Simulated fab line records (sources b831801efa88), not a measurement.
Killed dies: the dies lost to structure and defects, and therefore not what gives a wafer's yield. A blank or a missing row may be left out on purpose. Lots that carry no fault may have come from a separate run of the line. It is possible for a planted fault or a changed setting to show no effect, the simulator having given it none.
Which tool did it?    flow sky130    Sampling: 10 lots, 30 wafers, 2 of 708 route steps

WHAT THE GAUGES READ, wafer by wafer
SKY_CAP2M_RS_MEAS_03: measures by four-point-probe.
lot   measured      on             CAP2M_TIN_RS (ohm/sq)
L965  day 39 16:03  film metro-03  6.82 6.81 6.84
L966  day 40 00:06  film metro-03  6.85 6.78 6.86
L967  day 40 05:13  film metro-02  6.81 6.84 6.89
L969  day 41 10:20  film metro-03  6.85 6.91 6.78
L970  day 42 09:57  film metro-02  6.97 6.94 7.04
L974  day 42 15:05  film metro-01  7.30 7.23 7.24
L975  day 42 17:36  film metro-03  7.28 7.23 7.23
L980  day 44 03:37  film metro-03  6.98 6.95 6.99
L985  day 45 11:05  film metro-01  6.87 6.91 6.91
L987  day 45 19:05  film metro-02  6.93 6.88 6.93

WHAT TOOL EACH LOT RAN ON (gives the tool, then ch and the chambers of the sampled wafers, and finally the start)
lot   SKY_CAP2M_SPUTTER_02
L965  pvd sputter-03, day 39 15:56
L966  pvd sputter-04, day 39 23:58
L967  pvd sputter-03, day 40 05:07
L969  pvd sputter-02, day 41 10:10
L970  pvd sputter-03, day 42 09:50
L974  pvd sputter-03, day 42 14:58
L975  pvd sputter-03, day 42 17:28
L980  pvd sputter-04, day 44 03:31
L985  pvd sputter-04, day 45 10:59
L987  pvd sputter-02, day 45 18:57
- SKY_CAP2M_SPUTTER_02: material TiN, target thk 200 nm, time 166.7 s.

THE ANSWER, worked out from the rows above alone
Rule: what is usual is taken from the lots themselves. The widest of any qualifying gaps counts: lots, ordered by their means at a reading, are off when they make up no more than a third of the lots, leave a main group of 4 or more, and stand apart from it by 3 or more times the standard deviation of that group's means. A main group whose means are all the same, to the digits that the tables above print for the reading, isn't used. A lot without any number at a reading at which 4 lots or more have one is off too. Where the step has rows for the other lots, those lots are counted as sound.
Off: L974, L975, seen at SKY_CAP2M_RS_MEAS_03 (CAP2M_TIN_RS). The main group has a mean of 6.89 ohm/sq with a standard deviation of 0.059.
If a tool, at a process step before that reading, ran all the lots that are off and no sound lot after the first of them, it fits. Those tools and the gauges at SKY_CAP2M_RS_MEAS_03 are tried in the same way. One fits: SKY_CAP2M_SPUTTER_02 on pvd sputter-03. A fault onset in the window from L970 (day 42 09:50, its last sound lot) to L974 (day 42 14:58, its first lot off) fits.

WHAT WAS PUT IN BY THE SIMULATOR
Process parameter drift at SKY_CAP2M_SPUTTER_02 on pvd sputter-03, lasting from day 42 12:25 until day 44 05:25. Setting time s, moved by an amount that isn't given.
Struck lots among those shown: L974, L975. The rule above found the same.
